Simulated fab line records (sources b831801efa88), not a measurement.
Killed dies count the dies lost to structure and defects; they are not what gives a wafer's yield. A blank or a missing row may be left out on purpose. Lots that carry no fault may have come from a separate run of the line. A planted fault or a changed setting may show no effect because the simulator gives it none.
Which of the tools did it?    flow sky130    Sampling: 10 lots, 29 wafers, 6 of 708 route steps

## WHAT EACH GAUGE READ, for each wafer
SKY_VIA4_BOW_MEAS_03.
lot   measured      on             VIA4_BOW (um)
L541  day 42 09:18  film-metro-01  84 81 76
L542  day 42 19:22  film-metro-02  85 88 84
L544  day 43 07:33  film-metro-04  75 66 71
L545  day 43 12:11  film-metro-02  88 76 97
L547  day 44 14:05  film-metro-01  98 91 86
L548  day 44 15:05  film-metro-04  73 78 72
L553  day 45 19:02  film-metro-04  74 65
L558  day 47 06:11  film-metro-01  76 74 79
L559  day 47 11:43  film-metro-01  65 66 83
L561  day 48 08:41  film-metro-02  83 81 78

SKY_VIA4_RS_MEAS_19: a four-point-probe measurement.
lot   measured      on             VIA4_W_RS (ohm/sq)
L541  day 43 09:17  film-metro-02  0.226 0.227 0.216
L542  day 43 18:37  film-metro-04  0.225 0.227 0.226
L544  day 44 07:06  film-metro-01  0.229 0.229 0.227
L545  day 44 11:15  film-metro-04  0.228 0.230 0.224
L547  day 45 12:47  film-metro-04  0.220 0.232 0.219
L548  day 45 13:34  film-metro-04  0.229 0.226 0.228
L553  day 46 16:59  film-metro-02  0.229 0.151
L558  day 48 03:05  film-metro-01  0.228 0.230 0.228
L559  day 48 09:08  film-metro-04  0.228 0.227 0.226
L561  day 49 04:23  film-metro-01  0.230 0.228 0.227

SKY_VIA4_THK_MEAS_20: measures by xrf.
lot   measured      on             VIA4_W_THK (nm)
L541  day 43 09:24  film-metro-02  508 508 530
L542  day 43 18:44  film-metro-04  511 504 508
L544  day 44 07:13  film-metro-01  498 496 497
L545  day 44 11:22  film-metro-04  506 499 512
L547  day 45 12:53  film-metro-04  520 493 521
L548  day 45 13:41  film-metro-04  498 508 503
L553  day 46 17:07  film-metro-02  503 762
L558  day 48 03:11  film-metro-01  496 492 495
L559  day 48 09:14  film-metro-04  506 511 516
L561  day 49 04:31  film-metro-01  485 487 487

## EACH LOT AND THE TOOL THAT RAN IT (in order: tool; ch and the chambers of the sampled wafers; start)
lot   SKY_POLY_CUT_STRIP_12                 SKY_VIA2_CMP_02                SKY_VIA4_CVD_18
L541  plasma-asher-02 ch 0,1, day 24 12:03  cmp-02 ch 1,2,3, day 35 15:17  cvd-w-02 ch 0,1, day 43 09:07
L542  plasma-asher-02 ch 0,1, day 25 00:27  cmp-01 ch 1,2,3, day 36 02:02  cvd-w-01 ch 0,1, day 43 18:28
L544  plasma-asher-03 ch 0,1, day 25 15:54  cmp-02 ch 1,2,3, day 36 14:47  cvd-w-01 ch 0,1, day 44 06:55
L545  plasma-asher-03 ch 0,1, day 26 01:39  cmp-02 ch 0,2,3, day 36 22:26  cvd-w-01 ch 0,1, day 44 11:05
L547  plasma-asher-01 ch 0,1, day 27 08:26  cmp-02 ch 0,1,2, day 38 03:13  cvd-w-02 ch 0,1, day 45 12:38
L548  plasma-asher-03 ch 0,1, day 27 13:27  cmp-02 ch 0,2,3, day 38 05:36  cvd-w-01 ch 0,1, day 45 13:24
L553  plasma-asher-01 ch 0,1, day 29 00:36  cmp-01 ch 2,3, day 39 14:53    cvd-w-02 ch 0,1, day 46 16:50
L558  plasma-asher-03 ch 0,1, day 30 13:50  cmp-02 ch 1,3, day 41 01:52    cvd-w-01 ch 0, day 48 02:50
L559  plasma-asher-02 ch 0,1, day 31 04:18  cmp-01 ch 0,1,3, day 41 13:39  cvd-w-01 ch 1, day 48 08:58
L561  plasma-asher-03 ch 0, day 32 07:12    cmp-02 ch 0,1,3, day 42 11:20  cvd-w-01 ch 0,1, day 49 04:14
- SKY_POLY_CUT_STRIP_12: strips in O2/N2.
- SKY_VIA2_CMP_02: polishes SiO2.
- SKY_VIA4_CVD_18: deposits W, target thk 505 nm, time 152.14 s.

## AS READ BY THE TOOLS THEMSELVES (means over the sampled wafers that have a number; for cases with no such wafer, the mark the record gives instead)
SKY_POLY_CUT_STRIP_12.
lot   tool             drypump-motor-current-A (A)  oes-product-au (a.u.)  strip-time-to-endpoint-s (s)
L541  plasma-asher-02  5.30                         0.451                  5.360
L542  plasma-asher-02  5.16                         0.456                  5.372
L544  plasma-asher-03  5.26                         0.449                  5.325
L545  plasma-asher-03  5.33                         0.451                  5.347
L547  plasma-asher-01  5.50                         0.453                  5.361
L548  plasma-asher-03  5.25                         0.451                  5.370
L553  plasma-asher-01  5.28                         0.452                  5.353
L558  plasma-asher-03  5.35                         0.451                  5.339
L559  plasma-asher-02  5.29                         0.451                  5.372
L561  plasma-asher-03  5.40                         0.451                  5.370

SKY_VIA2_CMP_02.
lot   tool    edge-zone-pressure-frac  motor-current-A (A)
L541  cmp-02  1.000                    10.8
L542  cmp-01  1.000                    12.4
L544  cmp-02  1.002                    10.7
L545  cmp-02  1.003                    11.3
L547  cmp-02  0.997                    10.9
L548  cmp-02  1.001                    11.2
L553  cmp-01  1.004                    13.1
L558  cmp-02  0.996                    10.9
L559  cmp-01  0.999                    13.5
L561  cmp-02  0.996                    11.1

SKY_VIA4_CVD_18.
lot   tool      heater-power-w (W)  susceptor-temp-C (C)
L541  cvd-w-02  847                 400.30
L542  cvd-w-01  810                 399.97
L544  cvd-w-01  877                 399.92
L545  cvd-w-01  902                 399.94
L547  cvd-w-02  789                 399.91
L548  cvd-w-01  830                 400.18
L553  cvd-w-02  824                 399.94
L558  cvd-w-01  956                 400.14
L559  cvd-w-01  754                 399.67
L561  cvd-w-01  898                 399.78

## THE ANSWER, worked out from the rows above alone
Rule: usual is defined by the lots themselves. Put in order of their means at a reading, lots are off if they are a third of the lots or fewer, leave a main group of 4 or more, and stand apart from it by a gap of 3 or more times the standard deviation of the main group's means; of several such gaps the widest counts. If all means in a main group match to the digits the tables above print for the reading, that group is not used. A lot without any number at a reading at which 4 lots or more have one is off too. The other lots that the step has rows for count as sound. Order of review: gauges by route order, followed by the tools' own readings, for which a lot's mean as printed above is used. The first step at which some lot is off is used, and at that step the reading that is off furthest; a lot without a number counts as furthest.
Off: L553, seen at SKY_VIA4_RS_MEAS_19 (VIA4_W_RS). Mean 0.227 ohm/sq and standard deviation 0.0019 in the main group.
If a tool, at a process step before that reading, ran all the lots that are off and no sound lot after the first of them, it fits. The gauges at SKY_VIA4_RS_MEAS_19 aren't tried: what is off there is off at SKY_VIA2_CMP_02 too, on other tools, and a gauge's error can't cause that. Undecided on this evidence; 2 tools fit (plasma-asher-01 at SKY_POLY_CUT_STRIP_12, cvd-w-02 at SKY_VIA4_CVD_18).

## WHAT THE SIMULATOR HAD INSERTED
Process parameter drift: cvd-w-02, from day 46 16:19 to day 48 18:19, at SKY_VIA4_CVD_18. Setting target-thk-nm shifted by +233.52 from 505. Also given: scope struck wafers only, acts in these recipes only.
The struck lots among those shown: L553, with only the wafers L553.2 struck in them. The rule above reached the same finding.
